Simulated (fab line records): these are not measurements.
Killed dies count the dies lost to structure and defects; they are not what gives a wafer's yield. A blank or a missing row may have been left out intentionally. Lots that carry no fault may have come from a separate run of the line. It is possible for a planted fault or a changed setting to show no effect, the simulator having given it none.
fab line records -- flow gf180mcu -- part 1 of 2: steps 1 to 43 of 44
record lots=7, wafers=21, last-day=32
route steps=602 shown DNWELL@39 NWELL@42 LVPWELL@54 MVSD@66 MVPSD@78 PASSIVATION@602
lots untouched by any fault: they come from a run of this same line in which no faults occurred
start-h: start of the lot's first displayed wafer, in hours after the record's first day -- wait-h: hours from the lot's prior step to this one -- " identical to the entry in the row above -- L1.1+2: a single row standing in for several wafers -- - either no value or no given start -- * or withheld: withheld -- < > ~ a bound
route shown NAME@n: NAME is a module with steps in the file, n the number in the route of the first one -- usual: mean/standard deviation of fault-free wafers -- same: alike in all rows -- chamber/n: place in a boat -- sites: each site's reading -- _std_site: their standard deviation -- _edge_site: outer sites' mean less inner sites' -- radius-mm: for every site, how far away it sits from the centre of the wafer -- mask NAME#n: copy n -- behind: the most recent tool/chamber to have shaped the wafer -- hold: reason for holding the lot/hours on hold/outcome of the hold -- device: transistor that didn't switch, given as n, p or np -- end of line: tests of these same wafers at the route's end -- for a step that has no rows: nothing shown but its recipe -- killed: at the first sort, the dies lost to defects and structure; wafer yield is something else -- map: a wafer's dies, marking killed ones x, the rest . and places with no die _
set.NAME: the setting the step ran with; set.NAME@STEP: the setting that earlier step ran with -- model.NAME: the simulator's own value behind a step, which no gauge read
lots at some steps of the route; a table a step, a row a wafer
services: from which hour (start-h, from the record's first day; less than 0 if before it) a tool's chamber was out of use, for how many hours, and why
## steps
# step GF_DNWELL_IMPLANT_07
# recipe species=P, energy-kev=1500, dose-cm2=1e+13, tilt-deg=0
# step GF_DNWELL_STRIP_08
# recipe chemistry=O2/N2, power-w=1400, pressure-mtorr=1500, platen-temp-c=250, o2-flow-sccm=3000, n2-flow-sccm=300, overash-fraction=0.5
# usual chamber-pressure-mTorr=1499.8/1.3, drypump-motor-current-A=5.58/0.27, heater-power-w=359/28, oes-product-au=0.722/0.005, strip-time-to-endpoint-s=36.97/0.11
lot.wafer,tool,chamber,start-h,wait-h,chamber-pressure-mTorr,drypump-motor-current-A,heater-power-w,oes-product-au,rf-hours-counter-h,strip-time-to-endpoint-s
L978.1,plasma-asher-01,1,72.57,0.1,1499.0,5.52,377,0.711,44,36.86
L978.3,plasma-asher-01,1,72.57,0.1,1499.6,5.52,382,0.726,-,36.95
L978.6,plasma-asher-01,0,72.57,0.1,1501.0,5.89,389,0.711,-,36.98
L979.1,plasma-asher-01,1,74.49,0.1,1499.1,5.55,371,0.725,44,37.01
L979.3,plasma-asher-01,1,74.49,0.1,1502.8,5.52,374,0.721,-,37.00
L979.6,plasma-asher-01,1,74.49,0.1,1499.9,5.55,368,0.726,-,37.09
L981.1,plasma-asher-02,0,86.19,0.1,1497.5,5.60,366,0.721,40,37.01
L981.2,plasma-asher-02,1,86.19,0.1,1498.5,5.02,313,0.721,40,36.89
L981.5,plasma-asher-02,1,86.19,0.1,1501.4,5.03,314,0.722,-,37.03
L984.1,plasma-asher-02,1,101.61,0.1,1498.9,5.03,313,0.729,41,36.81
L984.3,plasma-asher-02,1,101.61,0.1,1498.2,5.02,318,0.731,-,36.84
L984.4,plasma-asher-02,0,101.61,0.1,1500.0,5.59,361,0.724,-,36.81
L986.1,plasma-asher-04,1,110.64,0.1,1498.7,5.77,316,0.727,48,36.91
L986.3,plasma-asher-04,0,110.64,0.1,1500.9,5.37,315,0.721,-,36.78
L986.6,plasma-asher-04,0,110.64,0.1,1500.8,5.36,322,0.738,-,36.81
L987.2,plasma-asher-01,0,117.01,0.1,1501.0,5.86,386,0.723,49,36.97
L987.4,plasma-asher-01,0,117.01,0.1,1498.2,5.87,389,0.721,-,37.00
L987.5,plasma-asher-01,0,117.01,0.1,1500.3,5.88,390,0.720,-,37.08
L988.1,plasma-asher-01,0,122.91,0.1,1499.3,5.88,382,0.720,49,36.94
L988.4,plasma-asher-01,1,122.91,0.1,1499.4,5.52,369,0.728,-,36.85
L988.6,plasma-asher-01,1,122.91,0.1,1498.5,5.53,365,0.732,-,36.86
# step GF_DNWELL_TW_MEAS_09
# usual DNWELL_TW=1353/7.9
lot.wafer,tool,chamber,start-h,wait-h,DNWELL_TW
L978.1,film-metro-03,-,72.67,0.1,1362
L978.3,film-metro-03,-,72.67,0.1,1375
L978.6,film-metro-03,-,72.67,0.1,1363
L979.1,film-metro-02,-,74.59,0.1,1356
L979.3,film-metro-02,-,74.59,0.1,1354
L979.6,film-metro-02,-,74.59,0.1,1350
L981.1,film-metro-02,-,86.29,0.1,1350
L981.2,film-metro-02,-,86.29,0.1,1329
L981.5,film-metro-02,-,86.29,0.1,1344
L984.1,film-metro-03,-,101.71,0.1,1357
L984.3,film-metro-03,-,101.71,0.1,1351
L984.4,film-metro-03,-,101.71,0.1,1349
L986.1,film-metro-03,-,110.74,0.1,1353
L986.3,film-metro-03,-,110.74,0.1,1356
L986.6,film-metro-03,-,110.74,0.1,1357
L987.2,film-metro-02,-,117.12,0.1,1342
L987.4,film-metro-02,-,117.12,0.1,1349
L987.5,film-metro-02,-,117.12,0.1,1344
L988.1,film-metro-01,-,123.01,0.1,1357
L988.4,film-metro-01,-,123.01,0.1,1357
L988.6,film-metro-01,-,123.01,0.1,1356
# step GF_NWELL_DEHYDRATE_00
# recipe temp-c=200, time-s=60
# step GF_NWELL_HMDS_01
# recipe prime-time-s=60, prime-temp-c=120
# step GF_NWELL_COAT_02
# recipe spin-rpm=2000, resist-thk-nm=3000
# step GF_NWELL_SOFTBAKE_03
# recipe temp-c=110, time-s=withheld
# step GF_NWELL_EXPOSE_04
# recipe mask-id=Nwell, target-cd-nm=860, na=0.6, source-shape=conventional, sigma-outer=0.6, dose-mj=260
# step GF_NWELL_PEB_05
# recipe temp-c=115, time-s=withheld
# step GF_NWELL_DEVELOP_06
# recipe wall-angle-deg=90, develop-time-s=60, dev-temp-c=23
# step GF_NWELL_OVL_MEAS_07
# usual NWELL_OVL=0.8/1.6
lot.wafer,tool,chamber,start-h,wait-h,NWELL_OVL[nm]
L978.1,overlay-02,-,85.83,-,-1.5
L978.3,overlay-02,-,85.83,-,-0.3
L978.6,overlay-02,-,85.83,-,-0.9
L979.1,overlay-01,-,87.59,-,1.3
L979.3,overlay-01,-,87.59,-,2.2
L979.6,overlay-01,-,87.59,-,0.6
L981.1,overlay-02,-,100.59,-,3.1
L981.2,overlay-02,-,100.59,-,0.8
L981.5,overlay-02,-,100.59,-,0.3
L984.1,overlay-01,-,115.89,-,-0.6
L984.3,overlay-01,-,115.89,-,0.3
L984.4,overlay-01,-,115.89,-,0.8
L986.1,overlay-02,-,125.23,-,0.1
L986.3,overlay-02,-,125.23,-,1.3
L986.6,overlay-02,-,125.23,-,1.6
L987.2,overlay-02,-,131.39,-,1.5
L987.4,overlay-02,-,131.39,-,3.2
L987.5,overlay-02,-,131.39,-,1.5
L988.1,overlay-02,-,137.71,-,1.9
L988.4,overlay-02,-,137.71,-,0.2
L988.6,overlay-02,-,137.71,-,1.1
# step GF_NWELL_IMPLANT_08
# recipe species=P, energy-kev=450, dose-cm2=1.5e+13, tilt-deg=0
# step GF_NWELL_IMPLANT_09
# recipe species=P, energy-kev=160, dose-cm2=4e+12, tilt-deg=0
# usual tilt-deg=-0.004/0.018
lot.wafer,tool,chamber,start-h,wait-h,tilt-deg
L978.1,implanter-04,0,86.02,0.1,0.014
L978.3,implanter-04,0,86.02,0.1,0.012
L978.6,implanter-04,0,86.02,0.1,-0.004
L979.1,implanter-02,0,87.78,0.1,0.005
L979.3,implanter-02,0,87.78,0.1,-0.019
L979.6,implanter-02,0,87.78,0.1,0.003
L981.1,implanter-02,0,100.78,0.1,-0.008
L981.2,implanter-02,0,100.78,0.1,-0.007
L981.5,implanter-02,0,100.78,0.1,-0.007
L984.1,implanter-04,0,116.08,0.1,-0.036
L984.3,implanter-04,0,116.08,0.1,-0.011
L984.4,implanter-04,0,116.08,0.1,-0.011
L984.1,implanter-04,0,116.40,0.3,-0.034
L984.3,implanter-04,0,116.40,0.3,-0.002
L984.4,implanter-04,0,116.40,0.3,-0.027
L986.1,implanter-04,0,125.42,0.1,-0.007
L986.3,implanter-04,0,125.42,0.1,-0.039
L986.6,implanter-04,0,125.42,0.1,-0.020
L987.2,implanter-02,0,131.59,0.1,-0.040
L987.4,implanter-02,0,131.59,0.1,-0.025
L987.5,implanter-02,0,131.59,0.1,0.007
L987.2,implanter-02,0,131.91,0.3,-0.007
L987.4,implanter-02,0,131.91,0.3,0.019
L987.5,implanter-02,0,131.91,0.3,0.005
L988.1,implanter-01,0,137.90,0.1,-0.030
L988.4,implanter-01,0,137.90,0.1,-0.024
L988.6,implanter-01,0,137.90,0.1,-0.030
L988.1,implanter-01,0,138.22,0.3,-0.006
L988.4,implanter-01,0,138.22,0.3,-0.001
L988.6,implanter-01,0,138.22,0.3,-0.003
# step GF_NWELL_STRIP_10
# recipe chemistry=O2/N2, power-w=1400, pressure-mtorr=1500, platen-temp-c=250, o2-flow-sccm=3000, n2-flow-sccm=300, overash-fraction=0.5
# usual chamber-pressure-mTorr=1500.1/1.4, drypump-motor-current-A=5.61/0.24, heater-power-w=348/26, oes-product-au=0.723/0.0047, strip-time-to-endpoint-s=36.96/0.074
lot.wafer,tool,chamber,start-h,wait-h,chamber-pressure-mTorr,drypump-motor-current-A,heater-power-w,oes-product-au,rf-hours-counter-h,strip-time-to-endpoint-s
L978.1,plasma-asher-01,1,86.17,0.1,1501.3,5.52,370,0.725,45,36.99
L978.3,plasma-asher-01,0,86.17,0.1,1497.7,5.89,388,0.720,-,36.83
L978.6,plasma-asher-01,0,86.17,0.1,1499.6,5.87,386,0.725,-,36.95
L979.1,plasma-asher-01,1,87.93,0.1,1499.4,5.52,368,0.733,46,36.93
L979.3,plasma-asher-01,0,87.93,0.1,1502.5,5.86,391,0.723,-,37.03
L979.6,plasma-asher-01,0,87.93,0.1,1498.2,5.84,388,0.728,-,36.96
L981.1,plasma-asher-04,0,100.93,0.1,1499.0,5.35,330,0.729,47,37.00
L981.2,plasma-asher-04,1,100.93,0.1,1498.8,5.78,317,0.729,47,37.04
L981.5,plasma-asher-04,0,100.93,0.1,1498.1,5.34,325,0.716,-,37.01
L984.1,plasma-asher-01,0,116.55,0.1,1498.0,5.86,382,0.723,49,36.93
L984.3,plasma-asher-01,1,116.55,0.1,1499.5,5.52,369,0.724,-,37.00
L984.4,plasma-asher-01,0,116.55,0.1,1501.5,5.88,384,0.720,-,37.02
L986.1,plasma-asher-03,1,125.57,0.1,1500.7,5.26,332,0.725,32,36.84
L986.3,plasma-asher-03,0,125.57,0.1,1499.7,5.84,350,0.724,-,37.02
L986.6,plasma-asher-03,0,125.57,0.1,1499.4,5.83,344,0.715,-,36.95
L987.2,plasma-asher-01,1,132.03,0.1,1497.7,5.52,375,0.718,50,36.86
L987.4,plasma-asher-01,1,132.03,0.1,1501.2,5.52,373,0.719,-,37.00
L987.5,plasma-asher-01,0,132.03,0.1,1498.7,5.88,385,0.722,-,36.95
L988.1,plasma-asher-03,1,138.37,0.1,1499.7,5.27,326,0.719,34,36.99
L988.4,plasma-asher-03,1,138.37,0.1,1501.9,5.26,330,0.713,-,37.02
L988.6,plasma-asher-03,0,138.37,0.1,1497.9,5.83,345,0.727,-,37.00
# step GF_NWELL_TW_MEAS_11
# usual NWELL_TW=1579/12
lot.wafer,tool,chamber,start-h,wait-h,NWELL_TW
L978.1,film-metro-01,-,86.27,0.1,1582
L978.3,film-metro-01,-,86.27,0.1,1578
L978.6,film-metro-01,-,86.27,0.1,1584
L979.1,film-metro-02,-,88.03,0.1,1564
L979.3,film-metro-02,-,88.03,0.1,1576
L979.6,film-metro-02,-,88.03,0.1,1570
L981.1,film-metro-01,-,101.03,0.1,1572
L981.2,film-metro-01,-,101.03,0.1,1562
L981.5,film-metro-01,-,101.03,0.1,1572
L984.1,film-metro-02,-,116.65,0.1,1646
L984.3,film-metro-02,-,116.65,0.1,1644
L984.4,film-metro-02,-,116.65,0.1,1642
L986.1,film-metro-01,-,125.67,0.1,1568
L986.3,film-metro-01,-,125.67,0.1,1585
L986.6,film-metro-01,-,125.67,0.1,1571
L987.2,film-metro-01,-,132.20,0.1,1644
L987.4,film-metro-01,-,132.20,0.1,1641
L987.5,film-metro-01,-,132.20,0.1,1642
L988.1,film-metro-02,-,138.47,0.1,1649
L988.4,film-metro-02,-,138.47,0.1,1650
L988.6,film-metro-02,-,138.47,0.1,1657
# step GF_LVPWELL_DEHYDRATE_00
# recipe temp-c=200, time-s=60
# step GF_LVPWELL_HMDS_01
# recipe prime-time-s=60, prime-temp-c=120
# step GF_LVPWELL_COAT_02
# recipe spin-rpm=2000, resist-thk-nm=3000
# step GF_LVPWELL_SOFTBAKE_03
# recipe temp-c=110, time-s=withheld
# step GF_LVPWELL_EXPOSE_04
# recipe mask-id=LVPWELL, target-cd-nm=600, na=0.6, source-shape=conventional, sigma-outer=0.6, dose-mj=260
# step GF_LVPWELL_PEB_05
# recipe temp-c=115, time-s=withheld
# step GF_LVPWELL_DEVELOP_06
# recipe wall-angle-deg=90, develop-time-s=60, dev-temp-c=23
# step GF_LVPWELL_OVL_MEAS_07
# usual LVPWELL_OVL=-0.1/1.4
lot.wafer,tool,chamber,start-h,wait-h,LVPWELL_OVL[nm]
L978.1,overlay-02,-,100.24,-,0.9
L978.3,overlay-02,-,100.24,-,1.7
L978.6,overlay-02,-,100.24,-,-0.1
L979.1,overlay-02,-,102.49,-,0.3
L979.3,overlay-02,-,102.49,-,-3.0
L979.6,overlay-02,-,102.49,-,-2.2
L981.1,overlay-02,-,115.11,-,-0.4
L981.2,overlay-02,-,115.11,-,-0.9
L981.5,overlay-02,-,115.11,-,1.1
L984.1,overlay-01,-,130.79,-,-2.0
L984.3,overlay-01,-,130.79,-,-0.6
L984.4,overlay-01,-,130.79,-,-1.2
L986.1,overlay-02,-,140.31,-,-3.6
L986.3,overlay-02,-,140.31,-,-4.6
L986.6,overlay-02,-,140.31,-,-1.4
L987.2,overlay-01,-,145.79,-,0.2
L987.4,overlay-01,-,145.79,-,-0.7
L987.5,overlay-01,-,145.79,-,-0.2
L988.1,overlay-02,-,152.23,-,0.1
L988.4,overlay-02,-,152.23,-,-0.9
L988.6,overlay-02,-,152.23,-,-1.2
# step GF_LVPWELL_IMPLANT_08
# recipe species=B, energy-kev=170, dose-cm2=1.5e+13, tilt-deg=0
# step GF_LVPWELL_IMPLANT_09
# recipe species=B, energy-kev=60, dose-cm2=5e+12, tilt-deg=0
# step GF_LVPWELL_STRIP_10
# recipe chemistry=O2/N2, power-w=1400, pressure-mtorr=1500, platen-temp-c=250, o2-flow-sccm=3000, n2-flow-sccm=300, overash-fraction=0.5
# usual chamber-pressure-mTorr=1500.0/1.4, drypump-motor-current-A=5.45/0.29, heater-power-w=329/17, oes-product-au=0.722/0.0046, strip-time-to-endpoint-s=36.99/0.13
lot.wafer,tool,chamber,start-h,wait-h,chamber-pressure-mTorr,drypump-motor-current-A,heater-power-w,oes-product-au,rf-hours-counter-h,strip-time-to-endpoint-s
L978.1,plasma-asher-02,1,100.58,0.1,1499.3,5.01,314,0.728,41,36.86
L978.3,plasma-asher-02,1,100.58,0.1,1498.2,5.02,323,0.723,-,36.95
L978.6,plasma-asher-02,1,100.58,0.1,1499.5,5.02,310,0.731,-,36.87
L979.1,plasma-asher-02,0,102.83,0.1,1497.4,5.60,359,0.713,42,37.11
L979.3,plasma-asher-02,0,102.83,0.1,1500.9,5.59,354,0.719,-,37.19
L979.6,plasma-asher-02,1,102.83,0.1,1498.9,5.02,322,0.725,-,37.16
L981.1,plasma-asher-04,0,115.45,0.1,1502.0,5.33,328,0.718,49,37.22
L981.2,plasma-asher-04,1,115.45,0.1,1499.9,5.78,318,0.729,49,37.09
L981.5,plasma-asher-04,1,115.45,0.1,1499.2,5.77,316,0.714,-,37.17
L984.1,plasma-asher-02,0,131.13,0.1,1499.8,5.57,356,0.721,1,37.02
L984.3,plasma-asher-02,0,131.13,0.1,1500.9,5.59,355,0.726,-,37.05
L984.4,plasma-asher-02,1,131.13,0.1,1500.0,4.99,314,0.724,-,37.01
L986.1,plasma-asher-04,1,140.65,0.1,1500.1,5.79,321,0.729,51,37.02
L986.3,plasma-asher-04,1,140.65,0.1,1502.4,5.76,317,0.720,-,37.01
L986.6,plasma-asher-04,0,140.65,0.1,1501.0,5.34,325,0.718,-,37.02
L987.2,plasma-asher-04,1,146.12,0.1,1500.3,5.75,319,0.727,52,36.99
L987.4,plasma-asher-04,1,146.12,0.1,1499.5,5.77,322,0.720,-,36.95
L987.5,plasma-asher-04,0,146.12,0.1,1500.1,5.34,326,0.724,-,36.91
L988.1,plasma-asher-02,1,152.57,0.1,1500.7,5.04,309,0.716,3,36.93
L988.4,plasma-asher-02,0,152.57,0.1,1500.3,5.60,358,0.725,-,36.86
L988.6,plasma-asher-02,0,152.57,0.1,1502.4,5.60,350,0.720,-,36.90
# step GF_LVPWELL_TW_MEAS_11
# usual LVPWELL_TW=561/4.2
lot.wafer,tool,chamber,start-h,wait-h,LVPWELL_TW
L978.1,film-metro-01,-,100.68,0.1,561
L978.3,film-metro-01,-,100.68,0.1,559
L978.6,film-metro-01,-,100.68,0.1,559
L979.1,film-metro-01,-,102.93,0.1,558
L979.3,film-metro-01,-,102.93,0.1,555
L979.6,film-metro-01,-,102.93,0.1,559
L981.1,film-metro-01,-,115.55,0.1,555
L981.2,film-metro-01,-,115.55,0.1,559
L981.5,film-metro-01,-,115.55,0.1,557
L984.1,film-metro-02,-,131.23,0.1,565
L984.3,film-metro-02,-,131.23,0.1,566
L984.4,film-metro-02,-,131.23,0.1,564
L986.1,film-metro-02,-,140.75,0.1,560
L986.3,film-metro-02,-,140.75,0.1,565
L986.6,film-metro-02,-,140.75,0.1,558
L987.2,film-metro-01,-,146.23,0.1,562
L987.4,film-metro-01,-,146.23,0.1,561
L987.5,film-metro-01,-,146.23,0.1,559
L988.1,film-metro-04,-,152.67,0.1,570
L988.4,film-metro-04,-,152.67,0.1,564
L988.6,film-metro-04,-,152.67,0.1,566
# step GF_MVSD_DEHYDRATE_00
# recipe temp-c=200, time-s=60
# step GF_MVSD_HMDS_01
# recipe prime-time-s=60, prime-temp-c=120
# step GF_MVSD_COAT_02
# recipe spin-rpm=2000, resist-thk-nm=3000
# step GF_MVSD_SOFTBAKE_03
# recipe temp-c=110, time-s=withheld
# step GF_MVSD_EXPOSE_04
# recipe mask-id=MVSD, target-cd-nm=1000, na=0.6, source-shape=conventional, sigma-outer=0.6, dose-mj=260
# step GF_MVSD_PEB_05
# recipe temp-c=115, time-s=withheld
# step GF_MVSD_DEVELOP_06
# recipe wall-angle-deg=90, develop-time-s=60, dev-temp-c=23
# step GF_MVSD_OVL_MEAS_07
# usual MVSD_OVL=-0.5/1.2
lot.wafer,tool,chamber,start-h,wait-h,MVSD_OVL[nm]
L978.1,overlay-02,-,114.36,-,-0.8
L978.3,overlay-02,-,114.36,-,1.0
L978.6,overlay-02,-,114.36,-,1.2
L979.1,overlay-01,-,117.33,-,-0.5
L979.3,overlay-01,-,117.33,-,0.6
L979.6,overlay-01,-,117.33,-,1.2
L981.1,overlay-02,-,129.91,-,-2.2
L981.2,overlay-02,-,129.91,-,-2.6
L981.5,overlay-02,-,129.91,-,-0.8
L984.1,overlay-01,-,145.36,-,-2.1
L984.3,overlay-01,-,145.36,-,-1.1
L984.4,overlay-01,-,145.36,-,-3.0
L986.1,overlay-01,-,156.16,-,1.6
L986.3,overlay-01,-,156.16,-,2.7
L986.6,overlay-01,-,156.16,-,0.9
L987.2,overlay-02,-,161.72,-,-0.7
L987.4,overlay-02,-,161.72,-,0.4
L987.5,overlay-02,-,161.72,-,0.3
L988.1,overlay-02,-,167.53,-,0.4
L988.4,overlay-02,-,167.53,-,0.6
L988.6,overlay-02,-,167.53,-,0.5
# step GF_MVSD_IMPLANT_08
# recipe species=P, energy-kev=400, dose-cm2=1.6e+13, tilt-deg=0
# step GF_MVSD_IMPLANT_09
# recipe species=P, energy-kev=100, dose-cm2=5e+12, tilt-deg=0
# step GF_MVSD_STRIP_10
# recipe chemistry=O2/N2, power-w=1400, pressure-mtorr=1500, platen-temp-c=250, o2-flow-sccm=3000, n2-flow-sccm=300, overash-fraction=0.5
# usual chamber-pressure-mTorr=1499.9/1.3, drypump-motor-current-A=5.56/0.29, heater-power-w=349/24, oes-product-au=0.722/0.0044, strip-time-to-endpoint-s=36.93/0.12
lot.wafer,tool,chamber,start-h,wait-h,chamber-pressure-mTorr,drypump-motor-current-A,heater-power-w,oes-product-au,rf-hours-counter-h,strip-time-to-endpoint-s
L978.1,plasma-asher-03,0,114.70,0.1,1500.3,5.85,328,0.727,31,36.96
L978.3,plasma-asher-03,1,114.70,0.1,1500.1,5.28,327,0.717,-,36.81
L978.6,plasma-asher-03,0,114.70,0.1,1499.6,5.84,340,0.721,-,36.89
L979.1,plasma-asher-03,0,117.67,0.1,1501.3,5.84,344,0.725,31,37.21
L979.3,plasma-asher-03,1,117.67,0.1,1501.9,5.25,336,0.723,-,37.19
L979.6,plasma-asher-03,1,117.67,0.1,1501.3,5.26,328,0.726,-,37.20
L981.1,plasma-asher-03,1,130.25,0.1,1500.7,5.26,330,0.725,33,36.76
L981.2,plasma-asher-03,0,130.25,0.1,1500.9,5.84,336,0.710,33,36.71
L981.5,plasma-asher-03,1,130.25,0.1,1498.1,5.26,324,0.727,-,36.82
L984.1,plasma-asher-03,0,145.70,0.1,1500.8,5.82,355,0.729,34,36.95
L984.3,plasma-asher-03,0,145.70,0.1,1500.3,5.85,342,0.725,-,36.95
L984.4,plasma-asher-03,1,145.70,0.1,1501.3,5.26,321,0.720,-,36.96
L986.1,plasma-asher-01,1,156.50,0.1,1500.2,5.55,361,0.718,53,36.90
L986.3,plasma-asher-01,0,156.50,0.1,1498.4,5.87,388,0.720,-,36.92
L986.6,plasma-asher-01,0,156.50,0.1,1498.5,5.87,386,0.723,-,36.90
L987.2,plasma-asher-01,0,162.05,0.1,1499.5,5.85,390,0.727,54,36.87
L987.4,plasma-asher-01,1,162.05,0.1,1500.3,5.53,370,0.717,-,36.96
L987.5,plasma-asher-01,0,162.05,0.1,1501.0,5.87,390,0.718,-,36.96
L988.1,plasma-asher-03,1,167.87,0.1,1502.0,5.26,325,0.724,36,36.98
L988.4,plasma-asher-03,1,167.87,0.1,1500.9,5.27,326,0.723,-,36.96
L988.6,plasma-asher-03,0,167.87,0.1,1500.1,5.86,340,0.722,-,36.94
# step GF_MVSD_TW_MEAS_11
# usual MVSD_TW=1589/11
lot.wafer,tool,chamber,start-h,wait-h,MVSD_TW
L978.1,film-metro-04,-,114.80,0.1,1614
L978.3,film-metro-04,-,114.80,0.1,1604
L978.6,film-metro-04,-,114.80,0.1,1613
L979.1,film-metro-04,-,117.77,0.1,1598
L979.3,film-metro-04,-,117.77,0.1,1603
L979.6,film-metro-04,-,117.77,0.1,1603
L981.1,film-metro-04,-,130.35,0.1,1584
L981.2,film-metro-04,-,130.35,0.1,1583
L981.5,film-metro-04,-,130.35,0.1,1587
L984.1,film-metro-04,-,145.80,0.1,1598
L984.3,film-metro-04,-,145.80,0.1,1608
L984.4,film-metro-04,-,145.80,0.1,1594
L986.1,film-metro-02,-,156.62,0.1,1576
L986.3,film-metro-02,-,156.62,0.1,1584
L986.6,film-metro-02,-,156.62,0.1,1578
L987.2,film-metro-04,-,162.16,0.1,1601
L987.4,film-metro-04,-,162.16,0.1,1609
L987.5,film-metro-04,-,162.16,0.1,1596
L988.1,film-metro-04,-,167.97,0.1,1590
L988.4,film-metro-04,-,167.97,0.1,1592
L988.6,film-metro-04,-,167.97,0.1,1601
# step GF_MVPSD_DEHYDRATE_00
# recipe temp-c=200, time-s=60
# step GF_MVPSD_HMDS_01
# recipe prime-time-s=60, prime-temp-c=120
# step GF_MVPSD_COAT_02
# recipe spin-rpm=2000, resist-thk-nm=3000
# step GF_VT_IMPLANT_RS_MEAS_47
# recipe thk-meas-gauge=four-point-probe
# usual NWELL_RS=487.5/1.3
lot.wafer,tool,chamber,start-h,wait-h,NWELL_RS[ohm/sq]
L978.1,film-metro-01,-,193.05,0.1,486.7
L978.3,film-metro-01,-,193.05,0.1,485.9
L978.6,film-metro-01,-,193.05,0.1,486.9
L979.1,film-metro-01,-,197.43,0.1,487.1
L979.3,film-metro-01,-,197.43,0.1,488.0
L979.6,film-metro-01,-,197.43,0.1,487.7
L981.1,film-metro-01,-,209.73,0.1,487.9
L981.2,film-metro-01,-,209.73,0.1,488.1
L981.5,film-metro-01,-,209.73,0.1,488.6
L984.1,film-metro-01,-,229.26,0.1,429.6
L984.3,film-metro-01,-,229.26,0.1,429.5
L984.4,film-metro-01,-,229.26,0.1,429.4
L986.1,film-metro-02,-,243.15,0.1,487.9
L986.3,film-metro-02,-,243.15,0.1,488.0
L986.6,film-metro-02,-,243.15,0.1,487.6
L987.2,film-metro-04,-,249.93,0.1,430.9
L987.4,film-metro-04,-,249.93,0.1,430.3
L987.5,film-metro-04,-,249.93,0.1,429.0
L988.1,film-metro-04,-,254.88,0.1,429.0
L988.4,film-metro-04,-,254.88,0.1,430.1
L988.6,film-metro-04,-,254.88,0.1,430.0
## key
first-sign step=GF_NWELL_IMPLANT_09, reading=visit, direction=added
effect step=GF_NWELL_TW_MEAS_11, reading=NWELL_TW, direction=up, sigmas=5.6, usual=1579, struck=1646
effect step=GF_VT_IMPLANT_RS_MEAS_47, reading=NWELL_RS, direction=down, sigmas=44, usual=487.5, struck=429.7
model-effect step=GF_PASSIVATION_PROBE_99, value=etest.pldd_6p0.line-ohm-um, without=6539, struck=7270
met-at GF_NWELL_IMPLANT_09
struck-wafers L984.1,L984.3,L984.4,L987.2,L987.4,L987.5,L988.1,L988.4,L988.6
tester-left-out L984,L987,L988
fault kind=repeated-step-whole, tool=implanter-01,implanter-02,implanter-04, chamber=-, onset-h=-, steps=GF_NWELL_IMPLANT_09, times=1, scope=struck-lots-only
# tester-left-out: of these lots the tester's yield and bins aren't shown, on N5 and GAA mostly nor the transistor test; their killed dies are dies lost to structure and defects alone, not to doping, threshold or leakage, so they don't give the yield
